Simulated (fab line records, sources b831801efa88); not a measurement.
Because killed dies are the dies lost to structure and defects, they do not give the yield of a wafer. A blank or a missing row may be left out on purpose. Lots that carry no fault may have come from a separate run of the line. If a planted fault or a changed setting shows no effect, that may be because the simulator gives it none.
fab line records | flow sky130
[record] lots = 11 | wafers = 33 | lastDay = 50
route steps=708 shown CONTACT@429 METAL1@453 PAD_OPEN@708
lots untouched by any fault: they come from a run of this same line in which no faults occurred
startH: hours from the record's opening day to when the first of the lot's shown wafers began | waitH: hours elapsed since this lot's preceding step | " repeats the value in the row above | L1.1+2: several wafers, shown together as one row | - no value, or no start was given | * or withheld: withheld | < > ~ a bound
route shown NAME@n: NAME is a module with steps in the file, n the number in the route of the first one | usual: mean/standard deviation of fault-free wafers | same: alike in all rows | chamber/n: place in a boat | sites: readings site by site | _std_site: standard deviation across them | _edge_site: the outer-site mean with the inner-site mean subtracted | radiusMm: how far each site lies from the wafer's centre | mask NAME#n: copy n | behind: the most recent tool/chamber to have shaped the wafer | hold: the reason the lot was held/the length of the hold in hours/how it ended | device: whichever transistor did not switch (one of n, p or np) | end of line: the route-end tests of the same wafers | a step given without rows: its recipe and nothing more | killed: count of dies lost to structure and defects at first sort (not the wafer's yield) | map: a wafer's dies, x killed, . not, _ none there
set.NAME: setting as actually run; set.NAME@STEP: the setting as run at that earlier step | model.NAME: the simulator's own value behind a step, which no gauge read
route steps across a sampled set of lots; one table per step, one row per wafer
services: when a tool's chamber went out of use (startH, in hours from the record's first day, below 0 if earlier), for how many hours, and the reason
[[steps]]
[step SKY_CONTACT_SPUTTER_23]
[recipe] material = TiN | targetThkNm = 20 | chamberPressurePa = 5 | powerW = 4000 | timeS = 80
[usual] throttleValvePct = 30.5/0.77
lot.wafer | tool          | chamber | startH | waitH | throttleValvePct
L271.2    | pvdSputter-04 | -       | 747.91 | 0.0   | 29.6
L271.3    | "             | -       | "      | "     | 31.3
L271.5    | "             | -       | "      | "     | 29.6
L272.1    | pvdSputter-04 | -       | 751.25 | 0.0   | 31.4
L272.2    | "             | -       | "      | "     | 31.5
L272.3    | "             | -       | "      | "     | 29.6
L273.2    | pvdSputter-03 | -       | 755.49 | 0.0   | 30.5
L273.3    | "             | -       | "      | "     | 29.6
L273.4    | "             | -       | "      | "     | 30.3
L275.1    | pvdSputter-04 | -       | 760.05 | 0.0   | 29.5
L275.2    | "             | -       | "      | "     | 31.2
L275.4    | "             | -       | "      | "     | 31.6
L276.1    | pvdSputter-03 | -       | 785.55 | 0.0   | 30.9
L276.2    | "             | -       | "      | "     | 29.2
L276.5    | "             | -       | "      | "     | 30.6
L278.3    | pvdSputter-04 | -       | 789.63 | 0.0   | 31.5
L278.4    | "             | -       | "      | "     | 31.9
L278.5    | "             | -       | "      | "     | 29.4
L281.1    | pvdSputter-03 | -       | 820.49 | 0.0   | 29.6
L281.2    | "             | -       | "      | "     | 30.5
L281.4    | "             | -       | "      | "     | 30.6
L283.3    | pvdSputter-03 | -       | 836.08 | 0.0   | 29.4
L283.4    | "             | -       | "      | "     | 29.9
L283.5    | "             | -       | "      | "     | 30.0
L284.1    | pvdSputter-03 | -       | 842.14 | 0.0   | 30.4
L284.3    | "             | -       | "      | "     | 30.5
L284.5    | "             | -       | "      | "     | 30.3
L286.1    | pvdSputter-03 | -       | 850.35 | 0.0   | 30.7
L286.2    | "             | -       | "      | "     | 29.3
L286.6    | "             | -       | "      | "     | 30.2
L292.1    | pvdSputter-01 | -       | 895.97 | 0.0   | 30.5
L292.3    | "             | -       | "      | "     | 31.7
L292.6    | "             | -       | "      | "     | 31.2
[step SKY_CONTACT_THK_MEAS_26]
[recipe] thkMeasGauge = xrf | reads = W_of_CONTACT_CVD_24
[usual] CONTACT_W_THK = 342/5.2
lot.wafer | tool         | chamber | startH | waitH | CONTACT_W_THK[nm]
L271.2    | filmMetro-02 | -       | 748.21 | 0.1   | 336
L271.3    | "            | -       | "      | "     | 340
L271.5    | "            | -       | "      | "     | 340
L272.1    | filmMetro-02 | -       | 751.54 | 0.1   | 350
L272.2    | "            | -       | "      | "     | 346
L272.3    | "            | -       | "      | "     | 351
L273.2    | filmMetro-01 | -       | 755.79 | 0.1   | 349
L273.3    | "            | -       | "      | "     | 346
L273.4    | "            | -       | "      | "     | 344
L275.1    | filmMetro-02 | -       | 760.34 | 0.1   | 351
L275.2    | "            | -       | "      | "     | 352
L275.4    | "            | -       | "      | "     | 354
L276.1    | filmMetro-01 | -       | 785.84 | 0.1   | 340
L276.2    | "            | -       | "      | "     | 338
L276.5    | "            | -       | "      | "     | 337
L278.3    | filmMetro-03 | -       | 789.94 | 0.1   | 344
L278.4    | "            | -       | "      | "     | 337
L278.5    | "            | -       | "      | "     | 342
L281.1    | filmMetro-03 | -       | 820.78 | 0.1   | 345
L281.2    | "            | -       | "      | "     | 351
L281.4    | "            | -       | "      | "     | 344
L283.3    | filmMetro-02 | -       | 836.46 | 0.1   | 343
L283.4    | "            | -       | "      | "     | 350
L283.5    | "            | -       | "      | "     | 348
L284.1    | filmMetro-01 | -       | 842.44 | 0.1   | 338
L284.3    | "            | -       | "      | "     | 337
L284.5    | "            | -       | "      | "     | 338
L286.1    | filmMetro-02 | -       | 850.64 | 0.1   | 348
L286.2    | "            | -       | "      | "     | 346
L286.6    | "            | -       | "      | "     | 347
L292.1    | filmMetro-02 | -       | 896.26 | 0.1   | 343
L292.3    | "            | -       | "      | "     | 339
L292.6    | "            | -       | "      | "     | 338
[step SKY_CONTACT_CMP_27]
[recipe] stopOn = SiO2 | tOverpolishS = 15 | downForcePsi = 3.5 | platenRpm = 60 | targetThkNm = 0 | padVelocityMS = 0.94248
[usual] motorCurrentA = 10.6/0.98 | overpolishRunS = 15.000/0.0092 | timeToEndpointS = 82/3.3
lot.wafer | tool   | chamber | startH | waitH | motorCurrentA | overpolishRunS | timeToEndpointS
L271.3    | cmp-02 | 0       | 748.26 | 0.0   | 9.6           | 15.006         | 80
L271.2    | "      | 1       | "      | "     | 11.2          | 14.997         | 81
L271.5    | "      | 1       | "      | "     | 10.9          | 14.993         | 81
L272.3    | cmp-02 | 2       | 751.60 | 0.0   | 11.3          | 15.000         | 85
L272.1    | "      | 0       | "      | "     | 9.0           | 14.979         | 83
L272.2    | "      | 1       | "      | "     | 10.8          | 14.995         | 83
L273.4    | cmp-01 | 3       | 755.84 | 0.0   | 11.9          | 14.996         | 82
L273.2    | "      | 1       | "      | "     | 12.0          | 14.990         | 86
L273.3    | "      | 2       | "      | "     | 10.3          | 14.998         | 88
L275.4    | cmp-01 | 3       | 760.40 | 0.0   | 12.4          | 14.995         | 83
L275.2    | "      | 0       | "      | "     | 9.8           | 14.983         | 80
L275.1    | "      | 1       | "      | "     | 11.3          | 15.008         | 84
L276.2    | cmp-01 | 3       | 786.00 | 0.1   | 12.0          | 14.993         | 78
L276.1    | "      | 0       | "      | "     | 9.8           | 14.995         | 78
L276.5    | "      | 1       | "      | "     | 11.9          | 14.985         | 79
L278.4    | cmp-02 | 0       | 790.03 | 0.1   | 9.3           | 15.003         | 76
L278.3    | "      | 2       | "      | "     | 10.8          | 14.998         | 82
L278.5    | "      | 3       | "      | "     | 11.3          | 15.016         | 79
L281.1    | cmp-02 | 3       | 820.84 | 0.1   | 10.1          | 15.013         | 82
L281.2    | "      | 1       | "      | "     | 11.0          | 15.000         | 84
L281.4    | "      | 2       | "      | "     | 11.1          | 15.006         | 87
L283.3    | cmp-02 | 0       | 836.50 | 0.0   | 9.3           | 14.999         | 80
L283.4    | "      | 1       | "      | "     | 10.7          | 15.008         | 80
L283.5    | "      | 0       | "      | "     | 9.1           | 15.004         | 80
L284.1    | cmp-02 | 0       | 842.50 | 0.1   | 9.8           | 15.009         | 75
L284.3    | "      | 2       | "      | "     | 11.6          | 15.005         | 82
L284.5    | "      | 1       | "      | "     | 10.7          | 15.004         | 75
L286.1    | cmp-02 | 3       | 850.70 | 0.1   | 10.7          | 15.013         | 81
L286.2    | "      | 2       | "      | "     | 11.6          | 15.003         | 85
L286.6    | "      | 3       | "      | "     | 10.7          | 15.006         | 84
L292.1    | cmp-01 | 0       | 896.42 | 0.1   | 9.5           | 15.001         | 82
L292.3    | "      | 1       | "      | "     | 11.5          | 15.006         | 89
L292.6    | "      | 3       | "      | "     | 12.5          | 14.983         | 84
[step SKY_METAL1_METAL_ETCH_19]
[recipe] targetDepthA = 3600 | stopOn = SiO2 | overEtchFrac = 0.3 | timeS = 78 | chemistry = Cl2/BCl3 | resistSidewallDeg = 88 | pressureMtorr = 10 | icpW = 900 | biasW = 48.5 | Cl2_flow_sccm = 60 | bcl3FlowSccm = 30
[usual] drypumpMotorCurrentA = 5.4/0.63 | oesProductAu = 0.855/0.0067 | overEtchFrac = 0.3/0 | throttleValvePct = 22.264/0.0084
lot.wafer | tool        | chamber | startH | waitH | drypumpMotorCurrentA | oesProductAu | overEtchFrac | rfHoursCounterH | throttleValvePct
L271.2    | rieMetal-02 | 0       | 776.07 | 0.0   | 5.1                  | 0.861        | 0.3          | 10              | 22.258
L271.3    | "           | 1       | "      | "     | 5.2                  | 0.855        | 0.3          | -               | 22.259
L271.5    | "           | 1       | "      | "     | 5.3                  | 0.859        | 0.3          | -               | 22.264
L272.1    | rieMetal-02 | 0       | 779.55 | 0.0   | 5.1                  | 0.847        | 0.3          | 10              | 22.268
L272.2    | "           | 1       | "      | "     | 5.2                  | 0.853        | 0.3          | 13              | 22.262
L272.3    | "           | 0       | "      | "     | 5.2                  | 0.855        | 0.3          | -               | 22.260
L273.2    | rieMetal-04 | 1       | 783.45 | 0.0   | 4.7                  | 0.851        | 0.3          | 2               | 22.269
L273.3    | "           | 0       | "      | "     | 6.1                  | 0.862        | 0.3          | -               | 22.263
L273.4    | "           | 1       | "      | "     | 4.7                  | 0.858        | 0.3          | -               | 22.251
L275.1    | rieMetal-03 | 1       | 787.17 | 0.0   | 6.6                  | 0.858        | 0.3          | 6               | 22.272
L275.2    | "           | 0       | "      | "     | 5.0                  | 0.855        | 0.3          | 2               | 22.261
L275.4    | "           | 1       | "      | "     | 6.6                  | 0.851        | 0.3          | -               | 22.284
L276.1    | rieMetal-03 | 0       | 811.85 | 0.0   | 5.1                  | 0.856        | 0.3          | 2               | 22.250
L276.2    | "           | 1       | "      | "     | 6.7                  | 0.851        | 0.3          | 6               | 22.260
L276.5    | "           | 0       | "      | "     | 5.0                  | 0.857        | 0.3          | -               | 22.264
L278.3    | rieMetal-04 | 0       | 817.28 | 0.1   | 6.1                  | 0.847        | 0.3          | -               | 22.260
L278.4    | "           | 1       | "      | "     | 4.7                  | 0.845        | 0.3          | -               | 22.278
L278.5    | "           | 0       | "      | "     | 6.1                  | 0.843        | 0.3          | -               | 22.268
L281.1    | rieMetal-02 | 0       | 847.62 | 0.0   | 5.1                  | 0.866        | 0.3          | 13              | 22.265
L281.2    | "           | 1       | "      | "     | 5.3                  | 0.851        | 0.3          | 15              | 22.265
L281.4    | "           | 0       | "      | "     | 5.1                  | 0.860        | 0.3          | -               | 22.259
L283.3    | rieMetal-03 | 0       | 863.40 | 0.1   | 5.0                  | 0.858        | 0.3          | -               | 22.244
L283.4    | "           | 1       | "      | "     | 6.7                  | 0.862        | 0.3          | -               | 22.283
L283.5    | "           | 1       | "      | "     | 6.7                  | 0.860        | 0.3          | -               | 22.257
L284.1    | rieMetal-04 | 0       | 869.45 | 0.0   | 6.1                  | 0.851        | 0.3          | 11              | 22.265
L284.3    | "           | 1       | "      | "     | 4.7                  | 0.862        | 0.3          | -               | 22.250
L284.5    | "           | 1       | "      | "     | 4.7                  | 0.851        | 0.3          | -               | 22.265
L286.1    | rieMetal-03 | 0       | 877.40 | 0.1   | 5.0                  | 0.850        | 0.3          | 5               | 22.246
L286.2    | "           | 1       | "      | "     | 6.6                  | 0.853        | 0.3          | 9               | 22.270
L286.6    | "           | 1       | "      | "     | 6.6                  | 0.852        | 0.3          | -               | 22.257
L292.1    | rieMetal-04 | 0       | 922.42 | 0.0   | 6.1                  | 0.927        | 0.12528      | 13              | 22.266
L292.3    | "           | 0       | "      | "     | 6.1                  | 0.928        | 0.12528      | -               | 22.265
L292.6    | "           | 1       | "      | "     | 4.7                  | 0.869        | 0.3          | -               | 22.263
[step SKY_METAL1_STRIP_20]
[recipe] chemistry = O2/N2 | powerW = 1400 | pressureMtorr = 1500 | platenTempC = withheld | o2FlowSccm = 3000 | n2FlowSccm = 300 | overashFraction = 0.5
[usual] drypumpMotorCurrentA = 5.12/0.23 | oesProductAu = 0.345/0.0052 | stripTimeToEndpointS = 2.72/0.058
lot.wafer | tool           | chamber | startH | waitH | drypumpMotorCurrentA | oesProductAu | rfHoursCounterH | stripTimeToEndpointS
L271.2    | plasmaAsher-03 | 0       | 776.16 | 0.1   | 5.08                 | 0.354        | 33              | 2.70
L271.3    | "              | 0       | "      | "     | 5.08                 | 0.343        | -               | 2.80
L271.5    | "              | 0       | "      | "     | 5.10                 | 0.343        | -               | 2.77
L272.1    | plasmaAsher-04 | 0       | 779.64 | 0.1   | 5.47                 | 0.339        | 65              | 2.73
L272.2    | "              | 1       | "      | "     | 4.93                 | 0.341        | 65              | 2.80
L272.3    | "              | 1       | "      | "     | 4.95                 | 0.346        | -               | 2.75
L273.2    | plasmaAsher-03 | 1       | 783.54 | 0.1   | 5.31                 | 0.351        | 33              | 2.70
L273.3    | "              | 0       | "      | "     | 5.05                 | 0.340        | -               | 2.66
L273.4    | "              | 1       | "      | "     | 5.33                 | 0.349        | -               | 2.73
L275.1    | plasmaAsher-03 | 0       | 787.26 | 0.1   | 5.09                 | 0.347        | 34              | 2.70
L275.2    | "              | 1       | "      | "     | 5.33                 | 0.345        | 34              | 2.72
L275.4    | "              | 1       | "      | "     | 5.31                 | 0.346        | -               | 2.68
L276.1    | plasmaAsher-02 | 1       | 811.94 | 0.1   | 5.02                 | 0.342        | 101             | 2.69
L276.2    | "              | 0       | "      | "     | 4.76                 | 0.338        | 101             | 2.68
L276.5    | "              | 1       | "      | "     | 5.03                 | 0.345        | -               | 2.72
L278.3    | plasmaAsher-03 | 1       | 817.38 | 0.1   | 5.31                 | 0.343        | -               | 2.68
L278.4    | "              | 0       | "      | "     | 5.10                 | 0.347        | -               | 2.72
L278.5    | "              | 1       | "      | "     | 5.32                 | 0.342        | -               | 2.64
L281.1    | plasmaAsher-04 | 0       | 847.71 | 0.1   | 5.47                 | 0.340        | 72              | 2.73
L281.2    | "              | 1       | "      | "     | 4.94                 | 0.347        | 72              | 2.81
L281.4    | "              | 0       | "      | "     | 5.46                 | 0.339        | -               | 2.68
L283.3    | plasmaAsher-03 | 0       | 863.49 | 0.1   | 5.09                 | 0.350        | -               | 2.72
L283.4    | "              | 1       | "      | "     | 5.30                 | 0.342        | -               | 2.68
L283.5    | "              | 0       | "      | "     | 5.07                 | 0.340        | -               | 2.66
L284.1    | plasmaAsher-04 | 0       | 869.54 | 0.1   | 5.46                 | 0.341        | 74              | 2.69
L284.3    | "              | 0       | "      | "     | 5.47                 | 0.341        | -               | 2.71
L284.5    | "              | 0       | "      | "     | 5.46                 | 0.348        | -               | 2.69
L286.1    | plasmaAsher-04 | 0       | 877.52 | 0.1   | 5.45                 | 0.339        | 75              | 2.69
L286.2    | "              | 1       | "      | "     | 4.93                 | 0.336        | 75              | 2.69
L286.6    | "              | 1       | "      | "     | 4.95                 | 0.338        | -               | 2.68
L292.1    | plasmaAsher-02 | 1       | 922.51 | 0.1   | 5.03                 | 0.362        | 112             | 2.97
L292.3    | "              | 1       | "      | "     | 5.02                 | 0.357        | -               | 2.98
L292.6    | "              | 1       | "      | "     | 5.03                 | 0.351        | -               | 2.69
[step SKY_PAD_OPEN_PROBE_99]
[usual] defectLimitedYield = 82.3/2 | killed_at_M0_to_M3 = 43/7.1 | killed_at_M4_up = 3/1.7 | killedAtContacts = 25/5.6 | killedAtFrontEnd = 16/4.1 | killedAtOther = 0.2/0.49 | killedDies = 87/9.8 | killedOpen = 47/7.6 | killedShort = 40/6.1 | sort_bin_3_pad_short = 0.9/0.44 | sort_bin_5_function = 10.5/1.6 | sort_bin_6_memory = 6.3/1 | sortNPass = 405/9.8 | sortYieldPct = 82.3/2
[same] grossDies = 492 | killedAtBackSide = 0 | sort_bin_4_leakage[%] = 0 | sort_bin_8_speed[%] = 0
lot.wafer | tool      | chamber | startH  | waitH | defectLimitedYield[%] | killed_at_M0_to_M3 | killed_at_M4_up | killedAtContacts | killedAtFrontEnd | killedAtOther | killedDies | killedOpen | killedShort | sort_bin_3_pad_short[%] | sort_bin_5_function[%] | sort_bin_6_memory[%] | sortNPass | sortYieldPct[%]
L283.3    | prober-01 | -       | 1148.67 | 0.2   | 79.5                  | 41                 | 5               | 36               | 19               | 0             | 101        | 52         | 49          | 0.8                     | 12.0                   | 7.7                  | 391       | 79.5
L284.1    | prober-01 | -       | 1156.79 | 0.1   | 80.5                  | 51                 | 3               | 29               | 13               | 0             | 96         | 52         | 44          | 0.2                     | 11.8                   | 7.5                  | 396       | 80.5
L284.5    | prober-01 | -       | 1156.99 | 0.2   | 80.5                  | 40                 | 2               | 32               | 22               | 0             | 96         | 54         | 42          | 2.0                     | 11.4                   | 6.1                  | 396       | 80.5
// killed by level:class
L283.3 CONTACT:geometricParticle:open=17 LI_CONTACT:geometricParticle:open=9 METAL2:geometricParticle:short=8 VIA1:geometricParticle:open=7 FIELD_ISO:geometricParticle:short=6 VIA2:geometricParticle:open=6 VIA1:geometricParticle:short=5 POLY_GATE:geometricParticle:short=4
L284.1 VIA1:geometricParticle:open=17 LI_CONTACT:geometricParticle:open=10 CONTACT:geometricParticle:short=7 VIA2:geometricParticle:open=7 FIELD_ISO:geometricParticle:open=6 CONTACT:geometricParticle:open=6 VIA1:geometricParticle:short=6 METAL2:geometricParticle:short=5
L284.5 CONTACT:geometricParticle:open=13 VIA1:geometricParticle:open=12 FIELD_ISO:geometricParticle:short=9 LI_CONTACT:geometricParticle:open=7 VIA3:geometricParticle:open=7 POLY_GATE:geometricParticle:short=6 METAL1:geometricParticle:short=4 LOCAL_INTERCONNECT:geometricParticle:open=4
[[services]]
tool           | chamber | startH | hours | kind
pvdSputter-01  | 2       | 730.45 | -     | consumableReplace:kit
rieMetal-02    | 0       | 740.81 | 18.2  | repair
pvdSputter-03  | -       | 751.67 | 0.5   | repair
plasmaAsher-04 | -       | 761.79 | 11.5  | repair
cmp-01         | -       | 773.26 | 1.7   | repair
cmp-02         | -       | 784.68 | 4.0   | pm
cmp-02         | -       | 788.68 | -     | consumableReplace:conditioner
cmp-02         | -       | 788.68 | -     | consumableReplace:pad
cmp-02         | -       | 802.37 | 3.8   | repair
cmp-01         | -       | 822.94 | 3.6   | pm
cmp-02         | -       | 827.09 | 6.3   | pm
cmp-01         | -       | 831.97 | 3.4   | repair
pvdSputter-01  | -       | 835.41 | 3.3   | repair
cmp-01         | -       | 854.05 | 3.3   | pm
pvdSputter-04  | -       | 886.14 | 12.2  | repair
pvdSputter-03  | -       | 894.75 | 8.1   | repair
pvdSputter-04  | -       | 902.64 | 3.2   | repair
rieMetal-02    | -       | 903.07 | 0.6   | repair
plasmaAsher-03 | -       | 908.74 | 1.4   | repair
pvdSputter-01  | -       | 908.89 | 2.0   | repair
plasmaAsher-02 | -       | 910.57 | 7.0   | repair
cmp-01         | -       | 912.00 | 4.0   | pm
cmp-01         | -       | 916.00 | -     | consumableReplace:conditioner
cmp-01         | -       | 916.00 | -     | consumableReplace:pad
[[key]]
[firstSign] step = SKY_METAL1_METAL_ETCH_19 | reading = overEtchFrac | direction = down | sigmas = 99+ | usual = 0.3 | struck = 0.12528
[effect] step = SKY_METAL1_METAL_ETCH_19 | reading = oesProductAu | direction = up | sigmas = 11 | usual = 0.855 | struck = 0.928
[effect] step = SKY_METAL1_STRIP_20 | reading = stripTimeToEndpointS | direction = up | sigmas = 4.5 | usual = * | struck = *
metAt SKY_METAL1_METAL_ETCH_19
struckLots L292
struckWafers L292.1,L292.3
notActingAt SKY_CONTACT_SPUTTER_23,SKY_CONTACT_THK_MEAS_26,SKY_CONTACT_CMP_27
onsetBetween 869.45 922.42
[fault] kind = processParameterDrift | tool = rieMetal-04 | chamber = 0 | onsetH = 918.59 | steps = SKY_METAL1_METAL_ETCH_19 | channel = overEtchFrac | offset = -0.17472 | shape = step | endH = 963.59 | actsIn = theseRecipesOnly | stated = 0.3
